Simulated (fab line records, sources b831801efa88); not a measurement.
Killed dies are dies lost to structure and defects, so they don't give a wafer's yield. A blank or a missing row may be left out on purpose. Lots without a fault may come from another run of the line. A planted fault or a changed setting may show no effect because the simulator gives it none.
One fault seen from 2 desks | flow sky130 | each desk has only its own numbers; what lay behind them comes last

THE TOOL OWNER'S DESK: implanter-01
The tool's own readings at SKY_PWDE_IMPLANT_08: means of the sampled wafers that have a number, for each lot that ran on this tool. A lot is out of limits, marked OUT, if its mean lies more than 4 standard deviations from the usual mean; the brackets give that distance.
Columns: A = dose_ions_cm2 at SKY_PWDE_IMPLANT_08, usual 3.6e+12; B = faraday_current_uA at SKY_PWDE_IMPLANT_08, usual 20.3
lot  | first seen here | A                         | B
L645 | day 4 20:04     | 3.6e+12                   | 20.2
L648 | day 5 09:51     | 3.6e+12                   | 20.6
L652 | day 6 15:03     | 3.6e+12                   | 20.0
L655 | day 7 03:24     | 3.6e+12                   | 20.1
L656 | day 7 07:50     | 3.6e+12                   | 20.1
L660 | day 8 07:51     | 4.4e+12 (+99 or more) OUT | 25.4 (+14) OUT
L663 | day 9 00:06     | 4.4e+12 (+99 or more) OUT | 25.1 (+13) OUT
This desk's finding: out of limits on L660, L663; first on L660, day 8 07:51 (dose_ions_cm2 at SKY_PWDE_IMPLANT_08). In limits: L645, L648, L652, L655, L656.

THE METROLOGY DESK
What the gauges read, lot by lot, whatever tool the lot ran on: means of the sampled wafers that have a number. A lot is out of limits, marked OUT, if its mean lies more than 4 standard deviations from the usual mean; the brackets give that distance.
Columns: A = INCOMING_BOW at SKY_FIELD_ISO_BOW_MEAS_00, usual 0 um; B = FIELD_ISO_OXIDATION_00_THK at SKY_FIELD_ISO_THK_MEAS_02, usual 11.91 nm; C = PWDE_TW at SKY_PWDE_TW_MEAS_10, usual 375; D = PWDE_RS at SKY_NWELL_RS_MEAS_31, usual 5281 ohm/sq
lot  | first seen here | A  | B     | C              | D
L642 | day 1 15:00     | -4 | 12.30 | 377            | 5272
L645 | day 2 06:00     | 5  | 12.00 | 378            | 5270
L648 | day 2 21:00     | -7 | 12.16 | 375            | 5281
L649 | day 3 02:00     | 4  | 11.61 | 370            | 5257
L652 | day 3 17:00     | 6  | 11.95 | 369            | 5286
L654 | day 4 03:00     | 5  | 11.62 | 379            | 5291
L655 | day 4 08:02     | 3  | 11.61 | 379            | 5261
L656 | day 4 13:02     | -2 | 11.54 | 369            | 5304
L660 | day 5 09:00     | 4  | 12.05 | 401 (+6.9) OUT | 4498 (-37) OUT
L663 | day 6 00:00     | 4  | 12.01 | 392 (+4.5) OUT | 4488 (-38) OUT
L664 | day 6 05:00     | -2 | 11.87 | 377            | 5297
This desk's finding: out of limits on L660, L663; first on L660, day 8 08:06 (PWDE_TW at SKY_PWDE_TW_MEAS_10). In limits: L642, L645, L648, L649, L652, L654, L655, L656, L664.

PUT TOGETHER
The tool owner's desk could have raised an alarm at day 8 07:51, on L660, L663.
The metrology desk could have raised an alarm at day 8 08:06, on L660, L663.
Of the lots named, all ran SKY_PWDE_IMPLANT_08 on implanter-01.

WHAT THE SIMULATOR HAD PUT IN
Process parameter drift: implanter-01, from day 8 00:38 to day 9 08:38, at SKY_PWDE_IMPLANT_08. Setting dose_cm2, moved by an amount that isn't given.
Lots struck among those shown: L660, L663.
Hours from the fault's start to each desk's first reading out of limits: the tool owner's desk, 7; the metrology desk, 7.
